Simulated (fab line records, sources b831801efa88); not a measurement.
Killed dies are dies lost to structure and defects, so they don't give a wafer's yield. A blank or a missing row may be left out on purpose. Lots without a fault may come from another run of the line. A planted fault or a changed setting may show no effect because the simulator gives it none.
Which tool did it? | flow sky130 | 12 lots, 36 wafers sampled, at 5 steps of a route of 708

WHAT THE GAUGES READ, wafer by wafer
SKY_RES_PROTECT_TW_MEAS_08.
lot  | measured     | on            | POLY_GATE_TW
L162 | day 16 04:47 | film_metro-01 | 4081 4054 4081
L163 | day 16 10:23 | film_metro-02 | 3993 4020 4000
L164 | day 16 17:46 | film_metro-01 | 4074 4103 4080
L165 | day 17 02:07 | film_metro-02 | 3997 3992 3982
L166 | day 17 08:38 | film_metro-02 | 3970 3979 3993
L168 | day 18 07:17 | film_metro-04 | 3982 3956 3967
L170 | day 19 01:32 | film_metro-02 | 3974 3975 3968
L173 | day 19 22:14 | film_metro-02 | 4007 3979 3997
L176 | day 21 11:10 | film_metro-01 | 4078 4058 4046
L178 | day 21 17:41 | film_metro-04 | 3991 4007 3973
L179 | day 22 01:38 | film_metro-01 | 4055 4064 4069
L183 | day 23 09:53 | film_metro-01 | 4101 4106 4081

SKY_POLY_GATE_CD_MEAS_13: target cd 150 nm.
lot  | measured     | on        | cd_nm (nm)
L162 | day 17 12:07 | cd_sem-02 | 148.2 147.9 146.7
L163 | day 17 17:19 | cd_sem-02 | 150.8 148.5 150.3
L164 | day 18 00:55 | cd_sem-02 | 149.9 149.0 148.9
L165 | day 18 09:10 | cd_sem-02 | 148.0 149.5 150.1
L166 | day 18 16:25 | cd_sem-02 | 148.9 147.5 148.1
L168 | day 19 16:11 | cd_sem-02 | 151.6 151.9 150.5
L170 | day 20 11:18 | cd_sem-01 | 149.9 150.5 149.7
L173 | day 21 07:07 | cd_sem-02 | 149.9 148.9 149.6
L176 | day 22 19:58 | cd_sem-02 | 150.8 150.6 151.9
L178 | day 23 02:08 | cd_sem-02 | 150.3 148.5 148.0
L179 | day 23 11:23 | cd_sem-02 | 147.2 147.8 147.1
L183 | day 24 17:47 | cd_sem-01 | 150.5 149.6 149.6

SKY_LDD_N_OVL_MEAS_07.
lot  | measured     | on         | LDD_N_OVL (nm)
L162 | day 18 20:29 | overlay-02 | 2.3 4.7 4.6
L163 | day 19 02:52 | overlay-02 | -0.1 1.2 -0.3
L164 | day 19 09:56 | overlay-02 | 2.4 1.0 0.7
L165 | day 19 17:53 | overlay-02 | 0.0 -1.2 0.5
L166 | day 20 01:17 | overlay-02 | -0.4 1.0 -0.3
L168 | day 21 00:28 | overlay-02 | 1.5 1.5 0.8
L170 | day 21 20:44 | overlay-02 | 2.6 1.0 2.5
L173 | day 22 15:22 | overlay-02 | -0.2 -0.8 -1.9
L176 | day 24 04:10 | overlay-01 | -58.9 -57.7 -58.0
L178 | day 24 11:02 | overlay-01 | -58.7 -57.8 -58.4
L179 | day 24 20:23 | overlay-01 | -59.0 -59.8 -57.6
L183 | day 26 02:52 | overlay-01 | -59.0 -60.2 -59.3

WHICH TOOL RAN EACH LOT (tool, then ch and the chambers of the sampled wafers, then the start)
lot  | SKY_RES_PROTECT_STRIP_07             | SKY_LDD_N_EXPOSE_04
L162 | plasma_asher-04 ch 0,1, day 16 04:41 | iline_stepper-02 ch 0, day 18 05:59
L163 | plasma_asher-01 ch 0,1, day 16 10:17 | iline_stepper-02 ch 0, day 18 11:59
L164 | plasma_asher-04 ch 0,1, day 16 17:40 | iline_stepper-01 ch 0, day 18 18:47
L165 | plasma_asher-02 ch 1, day 17 02:01   | iline_stepper-01 ch 0, day 19 02:50
L166 | plasma_asher-04 ch 0,1, day 17 08:32 | iline_stepper-01 ch 0, day 19 09:25
L168 | plasma_asher-01 ch 0,1, day 18 07:11 | iline_stepper-02 ch 0, day 20 09:54
L170 | plasma_asher-01 ch 0,1, day 19 01:26 | iline_stepper-01 ch 0, day 21 05:10
L173 | plasma_asher-04 ch 0,1, day 19 22:08 | iline_stepper-01 ch 0, day 22 00:11
L176 | plasma_asher-01 ch 0,1, day 21 11:04 | iline_stepper-02 ch 0, day 23 13:18
L178 | plasma_asher-02 ch 0,1, day 21 17:35 | iline_stepper-02 ch 0, day 23 19:36
L179 | plasma_asher-02 ch 0,1, day 22 01:32 | iline_stepper-02 ch 0, day 24 05:05
L183 | plasma_asher-04 ch 0,1, day 23 09:47 | iline_stepper-02 ch 0, day 25 10:49
- SKY_RES_PROTECT_STRIP_07: strips in O2/N2.
- SKY_LDD_N_EXPOSE_04: exposes mask NTM, target cd 840 nm.

WHAT THE TOOLS THEMSELVES READ (means of the sampled wafers that have a number; where no wafer has one, the mark that the record gives instead)
SKY_RES_PROTECT_STRIP_07.
lot  | tool            | drypump_motor_current_A (A) | oes_product_au (a.u.) | strip_time_to_endpoint_s (s)
L162 | plasma_asher-04 | 5.78                        | 0.521                 | 23.33
L163 | plasma_asher-01 | 5.54                        | 0.517                 | 23.23
L164 | plasma_asher-04 | 5.84                        | 0.520                 | 23.34
L165 | plasma_asher-02 | 5.24                        | 0.517                 | 23.34
L166 | plasma_asher-04 | 5.78                        | 0.515                 | 23.28
L168 | plasma_asher-01 | 5.50                        | 0.518                 | 23.27
L170 | plasma_asher-01 | 5.53                        | 0.520                 | 23.29
L173 | plasma_asher-04 | 5.76                        | 0.518                 | 23.30
L176 | plasma_asher-01 | 5.49                        | 0.520                 | 23.30
L178 | plasma_asher-02 | 5.38                        | 0.516                 | 23.32
L179 | plasma_asher-02 | 5.41                        | 0.522                 | 23.32
L183 | plasma_asher-04 | 5.75                        | 0.520                 | 23.31

SKY_LDD_N_EXPOSE_04.
lot  | tool             | stage_vel_mm_s (mm/s)
L162 | iline_stepper-02 | 500.09
L163 | iline_stepper-02 | 500.13
L164 | iline_stepper-01 | 499.93
L165 | iline_stepper-01 | 499.77
L166 | iline_stepper-01 | 500.26
L168 | iline_stepper-02 | 500.15
L170 | iline_stepper-01 | 499.92
L173 | iline_stepper-01 | 500.16
L176 | iline_stepper-02 | 500.08
L178 | iline_stepper-02 | 500.10
L179 | iline_stepper-02 | 499.82
L183 | iline_stepper-02 | 500.09

THE ANSWER, worked out from the rows above alone
Rule: what is usual is taken from the lots themselves. Put in order of their means at a reading, lots are off if they are a third of the lots or fewer, leave a main group of 4 or more, and stand apart from it by a gap of 3 or more times the standard deviation of the main group's means; of several such gaps the widest counts. A main group whose means are all the same, to the digits that the tables above print for the reading, isn't used. A lot without any number at a reading at which 4 lots or more have one is off too. The other lots that the step has rows for count as sound. The gauges are gone through in route order, then the tools' own readings, and for those a lot's mean is taken as printed above. The first step at which some lot is off is used, and at that step the reading that is off furthest; a lot without a number counts as furthest.
Off: L176, L178, L179, L183, at SKY_LDD_N_OVL_MEAS_07 (LDD_N_OVL). The main group: mean 1.0 nm, standard deviation 1.4.
A tool fits if, at a process step before that reading, it ran every lot that is off, and no sound lot after the first of them. The gauges at SKY_LDD_N_OVL_MEAS_07 are tried like those tools. Can't be told from this: 2 tools fit, iline_stepper-02 at SKY_LDD_N_EXPOSE_04, overlay-01 at SKY_LDD_N_OVL_MEAS_07.

WHAT THE SIMULATOR HAD PUT IN
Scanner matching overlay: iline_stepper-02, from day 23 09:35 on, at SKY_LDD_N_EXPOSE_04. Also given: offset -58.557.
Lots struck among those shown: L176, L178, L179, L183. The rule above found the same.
